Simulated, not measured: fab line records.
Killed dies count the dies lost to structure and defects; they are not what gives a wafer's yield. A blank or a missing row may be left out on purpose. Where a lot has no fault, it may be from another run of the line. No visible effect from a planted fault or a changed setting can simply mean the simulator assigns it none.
What tool caused it? + flow sky130 + 10 lots, 30 wafers sampled, at 1 step of a route of 708

## WHAT EACH GAUGE READ, for each wafer
SKY_FIELD_ISO_BOW_MEAS_00.
| lot  | measured    | on            | INCOMING_BOW (um) |
|------|-------------|---------------|-------------------|
| L964 | day 1 10:00 | film-metro-04 | -11 9 8           |
| L968 | day 2 06:00 | film-metro-01 | 0 7 -16           |
| L971 | day 2 21:00 | film-metro-01 | 16 -1 0           |
| L972 | day 3 02:00 | film-metro-01 | -2 0 -1           |
| L973 | day 3 07:00 | film-metro-02 | 5 10 -5           |
| L980 | day 4 18:02 | film-metro-02 | 11 -8 -4          |
| L982 | day 5 04:01 | film-metro-04 | 5 2 -6            |
| L983 | day 5 09:01 | film-metro-02 | -9 5 -5           |
| L985 | day 5 19:00 | film-metro-02 | 1 0 8             |
| L986 | day 6 00:00 | film-metro-01 | -2 -3 5           |

## TOOL THAT RAN EACH LOT (tool first, then ch and the chambers of the sampled wafers, then the start)
The record holds no process step before these readings.

## THE ANSWER, worked out from the rows above alone
Rule: the usual values come from the lots themselves. Put in order of their means at a reading, lots are off if they are a third of the lots or fewer, leave a main group of 4 or more, and stand apart from it by a gap of 3 or more times the standard deviation of the main group's means; of several such gaps the widest counts. Not used: any main group whose means are identical at the precision the tables above print for the reading. Also off: a lot with no number at a reading for which 4 or more lots have one. Any other lot the step has rows for is counted as sound.
None of the lots is off at any reading shown; this tells nothing.

## WHAT WAS PUT IN BY THE SIMULATOR
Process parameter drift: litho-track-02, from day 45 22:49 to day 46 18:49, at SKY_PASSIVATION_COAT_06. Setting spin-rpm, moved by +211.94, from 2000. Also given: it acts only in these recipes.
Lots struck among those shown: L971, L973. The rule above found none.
